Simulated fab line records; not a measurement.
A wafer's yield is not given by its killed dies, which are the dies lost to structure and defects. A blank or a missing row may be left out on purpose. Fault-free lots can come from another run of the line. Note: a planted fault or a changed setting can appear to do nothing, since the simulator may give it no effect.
fab line records | flow sky130
record: lots: 24 wafers: 72 lastDay: 50
route steps=708 shown POLY_CUT@316 LI_CONTACT@381 LOCAL_INTERCONNECT@401 METAL1@449 METAL2@503 VIA3@595
lots that met no fault: from a run of the same line without faults
startH: hours from the record's first day to the start of the lot's first wafer shown | waitH: time in hours since the lot's previous step | " as in the row above | L1.1+2: a row that stands for several wafers | - either no value or no given start | * or withheld: withheld | < > ~ a bound
route shown NAME@n: names a module that has steps shown in the file, with the first one's number in the route | usual: average and standard deviation across the fault-free wafers | same: alike in all rows | chamber/n: place in a boat | sites: per-site readings | _std_site: standard deviation across them | _edge_site: outer sites' mean less inner sites' | radiusMm: for every site, how far away it sits from the centre of the wafer | mask NAME#n: copy n | behind: the most recent tool/chamber to have shaped the wafer | hold: why the lot was held/for how many hours/how that ended | device: whichever transistor did not switch (one of n, p or np) | end of line: the same wafers' tests at the end of the route | where a step has no rows: the recipe by itself | killed: dies that structure and defects cost at the first sort, which is not the same as the wafer's yield | map: shows each die of a wafer: x if killed, . if not, _ if none is there
set.NAME: the setting the step ran with; set.NAME@STEP: the setting that earlier step ran with | model.NAME: the simulator's own value behind a step, which no gauge read
the route's steps for a sample of lots (tables are steps, rows are wafers)
services: the hour from which a tool's chamber was out of use, counted from the record's first day as startH (under 0 if before that day), plus the number of hours and why
== steps ==
step: SKY_POLY_CUT_OVL_MEAS_09
usual: POLY_CUT_OVL: 1/5.2
columns lot.wafer tool chamber startH waitH POLY_CUT_OVL[nm]
L074.2 overlay-02 - 572.09 0.1 3
L074.3 " - " " -2
L074.5 " - " " 1
L075.1 overlay-02 - 574.82 0.1 -4
L075.2 " - " " 7
L075.3 " - " " -1
L076.2 overlay-02 - 580.50 0.1 8
L076.3 " - " " 3
L076.4 " - " " 5
L077.1 overlay-02 - 582.87 0.1 -6
L077.4 " - " " -12
L077.5 " - " " -3
L078.1 overlay-01 - 587.22 0.1 3
L078.2 " - " " 3
L078.4 " - " " 1
L080.2 overlay-01 - 610.25 0.1 1
L080.3 " - " " 7
L080.5 " - " " 8
L079.1 overlay-01 - 612.74 0.1 -2
L079.2 " - " " 5
L079.5 " - " " -2
L081.3 overlay-02 - 617.21 0.1 0
L081.4 " - " " 1
L081.5 " - " " 0
L082.3 overlay-01 - 626.38 0.1 4
L082.5 " - " " -1
L082.6 " - " " 0
L083.1 overlay-02 - 635.75 0.1 4
L083.2 " - " " 1
L083.6 " - " " -2
L084.1 overlay-02 - 651.52 0.1 -5
L084.2 " - " " -1
L084.4 " - " " -6
L085.1 overlay-02 - 662.97 0.1 -2
L085.2 " - " " 0
L085.6 " - " " 4
L086.3 overlay-02 - 667.03 0.1 3
L086.4 " - " " 3
L086.5 " - " " 4
L087.1 overlay-02 - 675.00 0.1 7
L087.3 " - " " 2
L087.5 " - " " 10
L088.1 overlay-01 - 677.97 0.1 -1
L088.3 " - " " 1
L088.6 " - " " 2
L089.1 overlay-02 - 683.07 0.1 3
L089.2 " - " " 5
L089.6 " - " " 5
L090.4 overlay-01 - 692.77 0.1 -2
L090.5 " - " " -4
L090.6 " - " " -3
L091.2 overlay-02 - 698.24 0.1 4
L091.4 " - " " 6
L091.6 " - " " 6
L092.2 overlay-01 - 713.54 0.1 3
L092.3 " - " " 3
L092.5 " - " " 10
L093.4 overlay-01 - 721.95 0.1 6
L093.5 " - " " -4
L093.6 " - " " 9
L094.2 overlay-02 - 723.74 0.1 -13
L094.4 " - " " -9
L094.6 " - " " -15
L095.1 overlay-02 - 726.74 0.1 7
L095.3 " - " " 11
L095.6 " - " " 7
L096.1 overlay-01 - 734.32 0.1 -3
L096.3 " - " " -2
L096.5 " - " " -3
L097.1 overlay-02 - 747.87 0.1 7
L097.2 " - " " -2
L097.6 " - " " -4
step: SKY_LI_CONTACT_SPUTTER_19
recipe: material: Ti targetThkNm: 20 chamberPressurePa: 5 powerW: 2500 substrateTempC: 200 timeS: 106.37
usual: cathodeDcPowerW: 2500.0/0.47 substrateTempC: 200.00/0.17 throttleValvePct: 29.7/1.2
columns lot.wafer tool chamber startH waitH cathodeDcPowerW substrateTempC throttleValvePct
L074.2 pvdSputter-04 - 689.88 0.0 2499.8 199.75 31.3
L074.3 " - " " 2500.3 200.16 31.7
L074.5 " - " " 2500.0 200.19 29.5
L075.1 pvdSputter-03 - 692.92 0.0 2499.4 200.15 30.9
L075.2 " - " " 2499.7 199.98 30.5
L075.3 " - " " 2499.5 200.04 29.4
L076.2 pvdSputter-03 - 696.96 0.0 2499.5 200.11 30.0
L076.3 " - " " 2499.9 199.64 29.4
L076.4 " - " " 2499.7 200.03 30.5
L077.1 pvdSputter-02 - 699.82 0.0 2500.3 200.19 29.9
L077.4 " - " " 2499.5 200.30 29.8
L077.5 " - " " 2499.8 200.47 30.1
L078.1 pvdSputter-03 - 702.11 0.0 2499.5 199.71 30.4
L078.2 " - " " 2499.5 199.99 29.2
L078.4 " - " " 2501.0 200.02 30.5
L080.2 pvdSputter-02 - 726.29 0.0 2500.1 200.15 26.9
L080.3 " - " " 2500.4 199.93 29.5
L080.5 " - " " 2499.0 200.12 29.8
L079.1 pvdSputter-03 - 727.42 0.0 2499.8 200.14 30.4
L079.2 " - " " 2500.1 199.84 30.8
L079.5 " - " " 2499.3 199.88 30.5
L081.3 pvdSputter-02 - 731.80 0.0 2499.9 199.94 29.4
L081.4 " - " " 2500.2 199.93 29.4
L081.5 " - " " 2500.6 199.80 29.8
L082.3 pvdSputter-02 - 738.79 0.0 2499.3 199.84 29.4
L082.5 " - " " 2499.4 199.89 29.3
L082.6 " - " " 2500.5 200.37 26.9
L083.1 pvdSputter-02 - 751.19 0.0 2500.7 200.04 29.5
L083.2 " - " " 2500.2 199.89 29.5
L083.6 " - " " 2500.4 199.94 27.0
L084.1 pvdSputter-03 - 764.36 0.0 2499.6 199.91 30.4
L084.2 " - " " 2500.6 200.09 29.9
L084.4 " - " " 2500.0 199.91 29.4
L085.1 pvdSputter-03 - 775.54 0.0 2500.1 199.98 30.5
L085.2 " - " " 2499.5 200.04 30.0
L085.6 " - " " 2499.9 200.31 30.6
L086.3 pvdSputter-02 - 779.20 0.0 2499.5 199.98 29.6
L086.4 " - " " 2500.3 200.13 26.7
L086.5 " - " " 2499.3 200.05 26.6
L087.1 pvdSputter-04 - 786.51 0.0 2500.6 199.88 29.6
L087.3 " - " " 2500.0 199.97 31.6
L087.5 " - " " 2500.1 199.70 29.3
L088.1 pvdSputter-02 - 790.34 0.0 2499.4 199.78 27.1
L088.3 " - " " 2499.4 199.95 29.7
L088.6 " - " " 2499.7 199.96 29.7
L089.1 pvdSputter-02 - 795.56 0.0 2499.5 199.74 29.6
L089.2 " - " " 2500.6 200.24 26.6
L089.6 " - " " 2499.4 199.89 29.9
L090.4 pvdSputter-03 - 805.41 0.0 2500.6 199.91 30.5
L090.5 " - " " 2500.1 200.03 29.3
L090.6 " - " " 2499.9 200.12 30.5
L091.2 pvdSputter-03 - 809.21 0.0 2500.4 199.73 30.5
L091.4 " - " " 2500.0 200.05 30.6
L091.6 " - " " 2499.2 200.14 29.5
L092.2 pvdSputter-02 - 823.16 0.0 2499.9 199.87 30.0
L092.3 " - " " 2500.4 199.82 29.6
L092.5 " - " " 2500.3 199.83 29.4
L093.4 pvdSputter-03 - 831.66 0.0 2499.9 200.17 30.5
L093.5 " - " " 2500.8 200.10 30.4
L093.6 " - " " 2500.2 199.70 29.2
L094.2 pvdSputter-02 - 833.65 0.0 2500.3 199.82 30.2
L094.4 " - " " 2499.8 199.94 29.6
L094.6 " - " " 2500.1 200.04 29.6
L095.1 pvdSputter-02 - 840.53 0.0 2498.8 200.03 29.6
L095.3 " - " " 2500.5 199.94 26.8
L095.6 " - " " 2500.1 199.95 29.7
L096.1 pvdSputter-04 - 843.18 0.0 2500.1 199.93 31.6
L096.3 " - " " 2499.0 199.96 29.6
L096.5 " - " " 2499.7 199.91 31.6
L097.1 pvdSputter-04 - 854.96 0.0 2499.8 199.89 31.1
L097.2 " - " " 2499.9 199.90 31.4
L097.6 " - " " 2500.4 199.97 31.5
step: SKY_LOCAL_INTERCONNECT_METAL_ETCH_14
recipe: targetDepthNm: 110 stopOn: PSG chemistry: Cl2/BCl3 target: TiN resistSidewallDeg: 88 pressureMtorr: 10 icpW: 900 biasW: 48.5 Cl2_flow_sccm: 60 bcl3FlowSccm: 30 timeS: 31.4
usual: drypumpMotorCurrentA: 5.5/0.58 oesProductAu: 0.937/0.0083 throttleValvePct: 21.904/0.01
columns lot.wafer tool chamber startH waitH drypumpMotorCurrentA oesProductAu rfHoursCounterH throttleValvePct
L074.2 rieMetal-01 1 718.29 0.0 5.2 0.952 1 21.887
L074.3 " 1 " " 5.2 0.934 - 21.918
L074.5 " 0 " " 5.6 0.948 - 21.900
L075.1 rieMetal-02 1 722.29 0.0 5.3 0.931 11 21.917
L075.2 " 0 " " 5.1 0.933 9 21.899
L075.3 " 1 " " 5.3 0.938 - 21.902
L076.2 rieMetal-01 0 725.80 0.0 5.6 0.939 13 21.901
L076.3 " 1 " " 5.1 0.932 - 21.909
L076.4 " 0 " " 5.6 0.941 - 21.894
L077.1 rieMetal-02 1 728.65 0.0 5.3 0.941 11 21.913
L077.4 " 0 " " 5.1 0.930 - 21.912
L077.5 " 1 " " 5.3 0.931 - 21.911
L078.1 rieMetal-01 1 730.59 0.0 5.1 0.944 1 21.893
L078.2 " 0 " " 5.6 0.956 13 21.894
L078.4 " 1 " " 5.1 0.936 - 21.891
L080.2 rieMetal-03 0 754.90 0.0 5.0 0.931 1 21.906
L080.3 " 0 " " 5.0 0.932 - 21.896
L080.5 " 0 " " 5.1 0.930 - 21.919
L079.1 rieMetal-02 1 756.70 0.1 5.3 0.939 12 21.898
L079.2 " 1 " " 5.3 0.939 - 21.911
L079.5 " 1 " " 5.3 0.943 - 21.920
L081.3 rieMetal-01 0 760.60 0.0 5.6 0.946 - 21.907
L081.4 " 1 " " 5.1 0.936 - 21.907
L081.5 " 0 " " 5.6 0.935 - 21.892
L082.3 rieMetal-03 0 767.95 0.0 5.0 0.930 - 21.900
L082.5 " 1 " " 6.6 0.922 - 21.918
L082.6 " 0 " " 5.1 0.943 - 21.897
L083.1 rieMetal-01 0 779.45 0.0 5.6 0.941 15 21.882
L083.2 " 1 " " 5.1 0.944 3 21.900
L083.6 " 0 " " 5.6 0.948 - 21.916
L084.1 rieMetal-03 0 792.25 0.0 5.1 0.934 2 21.909
L084.2 " 1 " " 6.7 0.934 6 21.899
L084.4 " 1 " " 6.7 0.930 - 21.907
L085.1 rieMetal-02 1 803.09 0.0 5.2 0.929 14 21.916
L085.2 " 0 " " 5.2 0.933 11 21.919
L085.6 " 1 " " 5.2 0.932 - 21.904
L086.3 rieMetal-03 1 807.40 0.0 6.6 0.932 - 21.914
L086.4 " 0 " " 5.1 0.943 - 21.916
L086.5 " 1 " " 6.6 0.941 - 21.909
L087.1 rieMetal-02 1 813.89 0.0 5.3 0.926 14 21.914
L087.3 " 0 " " 5.1 0.926 - 21.906
L087.5 " 0 " " 5.1 0.936 - 21.901
L088.1 rieMetal-01 1 817.24 0.0 5.1 0.928 5 21.888
L088.3 " 0 " " 5.6 0.928 - 21.922
L088.6 " 1 " " 5.1 0.913 - 21.914
L089.1 rieMetal-03 0 822.45 0.0 5.0 0.934 3 21.903
L089.2 " 1 " " 6.6 0.942 7 21.877
L089.6 " 1 " " 6.7 0.943 - 21.906
L090.4 rieMetal-03 0 832.95 0.0 5.0 0.942 - 21.888
L090.5 " 0 " " 5.0 0.934 - 21.894
L090.6 " 1 " " 6.7 0.936 - 21.913
L091.2 rieMetal-03 1 835.94 0.0 6.6 0.937 7 21.916
L091.4 " 1 " " 6.6 0.936 - 21.912
L091.6 " 1 " " 6.6 0.926 - 21.901
L092.2 rieMetal-02 0 850.59 0.0 5.1 0.943 13 21.912
L092.3 " 1 " " 5.3 0.937 - 21.889
L092.5 " 0 " " 5.1 0.947 - 21.899
L093.4 rieMetal-02 1 860.40 0.0 5.3 0.928 - 21.901
L093.5 " 1 " " 5.3 0.920 - 21.908
L093.6 " 0 " " 5.1 0.934 - 21.908
L094.2 rieMetal-03 1 861.45 0.0 6.7 0.946 8 21.883
L094.4 " 1 " " 6.6 0.939 - 21.905
L094.6 " 1 " " 6.6 0.954 - 21.906
L095.1 rieMetal-03 1 868.09 0.0 6.7 0.952 8 21.897
L095.3 " 1 " " 6.7 0.945 - 21.898
L095.6 " 1 " " 6.7 0.946 - 21.891
L096.1 rieMetal-01 1 870.71 0.1 5.1 0.925 8 21.905
L096.3 " 1 " " 5.2 0.927 - 21.920
L096.5 " 1 " " 5.2 0.927 - 21.908
L097.1 rieMetal-02 0 881.94 0.0 5.1 0.928 14 21.890
L097.2 " 1 " " 5.3 0.923 17 21.902
L097.6 " 0 " " 5.1 0.937 - 21.897
step: SKY_METAL1_CD_MEAS_15
recipe: targetCdNm: 140
usual: cdNm: 140.4/1.7
columns lot.wafer tool chamber startH waitH cdNm
L074.2 cdSem-01 - 775.84 - 139.5
L074.3 " - " " 139.1
L074.5 " - " " 138.6
L075.1 cdSem-02 - 779.30 - 139.3
L075.2 " - " " 139.9
L075.3 " - " " 140.1
L076.2 cdSem-02 - 783.22 - 143.9
L076.3 " - " " 141.1
L076.4 " - " " 143.3
L077.1 cdSem-02 - 785.32 - 140.3
L077.4 " - " " 141.0
L077.5 " - " " 140.5
L078.1 cdSem-02 - 786.92 - 139.9
L078.2 " - " " 139.3
L078.4 " - " " 140.7
L080.2 cdSem-01 - 810.14 - 137.5
L080.3 " - " " 139.3
L080.5 " - " " 137.2
L079.1 cdSem-01 - 811.60 - 141.4
L079.2 " - " " 141.3
L079.5 " - " " 141.4
L081.3 cdSem-01 - 817.04 - 138.8
L081.4 " - " " 138.7
L081.5 " - " " 138.4
L082.3 cdSem-01 - 823.24 - 143.1
L082.5 " - " " 143.3
L082.6 " - " " 142.0
L083.1 cdSem-01 - 835.37 - 140.8
L083.2 " - " " 140.3
L083.6 " - " " 139.8
L084.1 cdSem-01 - 847.37 - 141.3
L084.2 " - " " 140.0
L084.4 " - " " 139.6
L085.1 cdSem-02 - 857.52 - 140.3
L085.2 " - " " 141.0
L085.6 " - " " 141.2
L086.3 cdSem-02 - 863.16 - 142.5
L086.4 " - " " 141.5
L086.5 " - " " 142.2
L087.1 cdSem-02 - 869.20 - 139.3
L087.3 " - " " 138.9
L087.5 " - " " 138.7
L088.1 cdSem-01 - 872.22 - 138.9
L088.3 " - " " 140.5
L088.6 " - " " 139.6
L089.1 cdSem-01 - 877.12 - 143.2
L089.2 " - " " 144.4
L089.6 " - " " 142.8
L090.4 cdSem-02 - 888.31 - 138.8
L090.5 " - " " 139.3
L090.6 " - " " 138.5
L091.2 cdSem-02 - 891.39 - 137.0
L091.4 " - " " 137.2
L091.6 " - " " 136.6
L092.2 cdSem-02 - 904.94 - 139.4
L092.3 " - " " 141.2
L092.5 " - " " 140.2
L093.4 cdSem-02 - 914.51 - 143.4
L093.5 " - " " 142.4
L093.6 " - " " 141.7
L094.2 cdSem-01 - 914.54 - 140.3
L094.4 " - " " 140.8
L094.6 " - " " 139.8
L095.1 cdSem-01 - 922.17 - 139.6
L095.3 " - " " 138.9
L095.6 " - " " 140.2
L096.1 cdSem-01 - 923.90 - 142.1
L096.3 " - " " 140.2
L096.5 " - " " 140.5
L097.1 cdSem-01 - 935.17 - 141.4
L097.2 " - " " 140.0
L097.6 " - " " 140.9
step: SKY_METAL2_STRIP_20
recipe: chemistry: O2/N2 powerW: 1400 pressureMtorr: 1500 platenTempC: withheld o2FlowSccm: 3000 n2FlowSccm: 300 overashFraction: 0.5
usual: drypumpMotorCurrentA: 5.5/0.49 oesProductAu: 0.342/0.0055 stripTimeToEndpointS: 2.69/0.055
columns lot.wafer tool chamber startH waitH drypumpMotorCurrentA oesProductAu rfHoursCounterH stripTimeToEndpointS
L074.2 plasmaAsher-01 1 832.11 0.1 6.0 0.342 9 2.71
L074.3 " 1 " " 6.1 0.341 - 2.69
L074.5 " 0 " " 6.2 0.341 - 2.68
L075.1 plasmaAsher-01 0 835.86 0.1 6.2 0.340 9 2.64
L075.2 " 1 " " 6.1 0.335 9 2.67
L075.3 " 1 " " 6.0 0.342 - 2.66
L076.2 plasmaAsher-03 1 838.56 0.1 5.3 0.356 39 2.82
L076.3 " 0 " " 5.1 0.348 - 2.74
L076.4 " 1 " " 5.3 0.348 - 2.80
L077.1 plasmaAsher-03 1 841.11 0.1 5.3 0.351 39 2.83
L077.4 " 1 " " 5.3 0.347 - 2.74
L077.5 " 0 " " 5.1 0.354 - 2.84
L078.1 plasmaAsher-01 1 843.61 0.1 6.0 0.343 9 2.68
L078.2 " 0 " " 6.2 0.341 9 2.64
L078.4 " 0 " " 6.2 0.341 - 2.68
L080.2 plasmaAsher-03 0 866.17 0.1 5.1 0.340 42 2.74
L080.3 " 0 " " 5.1 0.356 - 2.75
L080.5 " 1 " " 5.3 0.339 - 2.75
L079.1 plasmaAsher-03 0 867.32 0.1 5.1 0.344 42 2.70
L079.2 " 1 " " 5.3 0.337 42 2.79
L079.5 " 1 " " 5.3 0.349 - 2.77
L081.3 plasmaAsher-03 0 872.55 0.1 5.1 0.353 - 2.79
L081.4 " 1 " " 5.3 0.341 - 2.72
L081.5 " 0 " " 5.1 0.349 - 2.69
L082.3 plasmaAsher-01 1 878.94 0.1 6.0 0.336 - 2.65
L082.5 " 0 " " 6.2 0.339 - 2.63
L082.6 " 1 " " 6.0 0.329 - 2.63
L083.1 plasmaAsher-02 1 890.16 0.1 5.0 0.338 110 2.65
L083.2 " 0 " " 4.8 0.337 110 2.68
L083.6 " 1 " " 5.0 0.342 - 2.67
L084.1 plasmaAsher-03 0 900.86 0.1 5.1 0.349 45 2.70
L084.2 " 1 " " 5.3 0.347 45 2.69
L084.4 " 1 " " 5.3 0.340 - 2.67
L085.1 plasmaAsher-01 1 912.51 0.1 6.1 0.342 16 2.67
L085.2 " 0 " " 6.2 0.339 16 2.63
L085.6 " 1 " " 6.1 0.342 - 2.68
L086.3 plasmaAsher-01 1 917.25 0.1 6.0 0.343 - 2.68
L086.4 " 0 " " 6.2 0.346 - 2.63
L086.5 " 0 " " 6.2 0.337 - 2.62
L087.1 plasmaAsher-02 0 923.21 0.1 4.8 0.341 112 2.67
L087.3 " 0 " " 4.8 0.343 - 2.70
L087.5 " 1 " " 5.0 0.341 - 2.70
L088.1 plasmaAsher-01 1 926.22 0.1 6.0 0.338 17 2.71
L088.3 " 0 " " 6.2 0.338 - 2.70
L088.6 " 0 " " 6.2 0.345 - 2.68
L089.1 plasmaAsher-01 1 930.96 0.1 6.0 0.343 18 2.82
L089.2 " 0 " " 6.2 0.343 18 2.66
L089.6 " 1 " " 6.0 0.343 - 2.66
L090.4 plasmaAsher-03 1 940.84 0.1 5.3 0.350 - 2.76
L090.5 " 1 " " 5.3 0.347 - 2.74
L090.6 " 0 " " 5.1 0.344 - 2.67
L091.2 plasmaAsher-02 1 944.21 0.1 5.0 0.346 114 2.65
L091.4 " 0 " " 4.8 0.335 - 2.66
L091.6 " 1 " " 5.0 0.347 - 2.69
L092.2 plasmaAsher-02 0 958.01 0.1 4.8 0.343 116 2.66
L092.3 " 0 " " 4.8 0.347 - 2.67
L092.5 " 0 " " 4.8 0.340 - 2.72
L093.4 plasmaAsher-03 0 965.90 0.1 5.1 0.348 - 2.66
L093.5 " 1 " " 5.3 0.345 - 2.69
L093.6 " 0 " " 5.1 0.335 - 2.67
L094.2 plasmaAsher-03 0 967.02 0.1 5.1 0.332 52 2.70
L094.4 " 1 " " 5.3 0.341 - 2.70
L094.6 " 0 " " 5.1 0.343 - 2.72
L095.1 plasmaAsher-03 0 973.97 0.1 5.1 0.345 53 2.68
L095.3 " 1 " " 5.3 0.335 - 2.68
L095.6 " 0 " " 5.2 0.337 - 2.71
L096.1 plasmaAsher-03 1 975.42 0.1 5.3 0.340 53 2.63
L096.3 " 1 " " 5.3 0.336 - 2.59
L096.5 " 0 " " 5.1 0.328 - 2.61
L097.1 plasmaAsher-03 0 986.63 0.1 5.1 0.337 54 2.67
L097.2 " 1 " " 5.3 0.343 54 2.64
L097.6 " 1 " " 5.3 0.343 - 2.65
step: SKY_VIA3_RS_MEAS_22
recipe: thkMeasGauge: four-point-probe reads: W_of_VIA3_CVD_21+TiN_of_VIA3_SPUTTER_20
usual: VIA3_W_RS: 0.296/0.0031
columns lot.wafer tool chamber startH waitH VIA3_W_RS[ohm/sq]
L074.2 filmMetro-01 - 940.13 0.1 0.302
L074.3 " - " " 0.299
L074.5 " - " " 0.297
L075.1 filmMetro-03 - 944.55 0.1 0.299
L075.2 " - " " 0.305
L075.3 " - " " 0.300
L076.2 filmMetro-04 - 946.18 0.1 0.294
L076.3 " - " " 0.294
L076.4 " - " " 0.298
L077.1 filmMetro-01 - 948.60 0.1 0.297
L077.4 " - " " 0.296
L077.5 " - " " 0.288
L078.1 filmMetro-03 - 950.31 0.1 0.296
L078.2 " - " " 0.295
L078.4 " - " " 0.296
L080.2 filmMetro-04 - 970.68 0.1 0.293
L080.3 " - " " 0.296
L080.5 " - " " 0.293
L079.1 filmMetro-03 - 972.72 0.1 0.300
L079.2 " - " " 0.295
L079.5 " - " " 0.298
L081.3 filmMetro-04 - 977.74 0.1 0.295
L081.4 " - " " 0.298
L081.5 " - " " 0.293
L082.3 filmMetro-04 - 985.04 0.1 0.299
L082.5 " - " " 0.299
L082.6 " - " " 0.296
L083.1 filmMetro-04 - 994.46 0.1 0.301
L083.2 " - " " 0.296
L083.6 " - " " 0.302
L084.1 filmMetro-04 - 1003.38 0.1 0.298
L084.2 " - " " 0.302
L084.4 " - " " 0.296
L085.1 filmMetro-03 - 1014.59 0.1 0.296
L085.2 " - " " 0.300
L085.6 " - " " 0.298
L086.3 filmMetro-03 - 1018.66 0.1 0.298
L086.4 " - " " 0.298
L086.5 " - " " 0.298
L087.1 filmMetro-03 - 1024.67 0.1 0.294
L087.3 " - " " 0.295
L087.5 " - " " 0.295
L088.1 filmMetro-04 - 1026.51 0.1 0.295
L088.3 " - " " 0.294
L088.6 " - " " 0.300
L089.1 filmMetro-03 - 1030.76 0.1 0.295
L089.2 " - " " 0.293
L089.6 " - " " 0.296
L090.4 filmMetro-03 - 1040.81 0.1 0.296
L090.5 " - " " 0.299
L090.6 " - " " 0.300
L091.2 filmMetro-03 - 1044.32 0.1 0.293
L091.4 " - " " 0.289
L091.6 " - " " 0.292
L092.2 filmMetro-03 - 1054.76 0.1 0.295
L092.3 " - " " 0.290
L092.5 " - " " 0.289
L093.4 filmMetro-04 - 1063.41 0.1 0.299
L093.5 " - " " 0.300
L093.6 " - " " 0.294
L094.2 filmMetro-01 - 1064.97 0.1 0.297
L094.4 " - " " 0.293
L094.6 " - " " 0.290
L095.1 filmMetro-03 - 1070.72 0.1 0.296
L095.3 " - " " 0.297
L095.6 " - " " 0.295
L096.1 filmMetro-04 - 1072.91 0.1 0.301
L096.3 " - " " 0.295
L096.5 " - " " 0.296
L097.1 filmMetro-04 - 1082.61 0.1 0.298
L097.2 " - " " 0.300
L097.6 " - " " 0.302
== services ==
columns tool chamber startH hours kind
plasmaAsher-03 - 666.26 2.8 pm
rieMetal-01 - 670.59 0.3 repair
plasmaAsher-03 - 670.87 1.4 repair
pvdSputter-02 - 717.61 0.6 repair
plasmaAsher-01 - 733.75 9.0 pm
rieMetal-02 0 740.81 18.2 repair
pvdSputter-03 - 751.67 0.5 repair
plasmaAsher-01 - 753.33 0.5 repair
rieMetal-01 1 763.31 1.6 repair
pvdSputter-02 - 812.56 2.7 repair
plasmaAsher-01 - 837.66 5.8 repair
plasmaAsher-01 - 867.15 0.5 repair
pvdSputter-04 - 886.14 12.2 repair
pvdSputter-03 - 894.75 8.1 repair
pvdSputter-04 - 902.64 3.2 repair
rieMetal-02 - 903.07 0.6 repair
plasmaAsher-03 - 908.74 1.4 repair
plasmaAsher-02 - 910.57 7.0 repair
plasmaAsher-02 - 939.75 2.7 repair
rieMetal-03 1 949.30 9.8 repair
pvdSputter-02 - 964.05 6.7 repair
rieMetal-02 1 976.48 4.3 repair
plasmaAsher-01 - 980.47 10.6 repair
pvdSputter-02 - 985.63 2.1 repair
== key ==
fault none
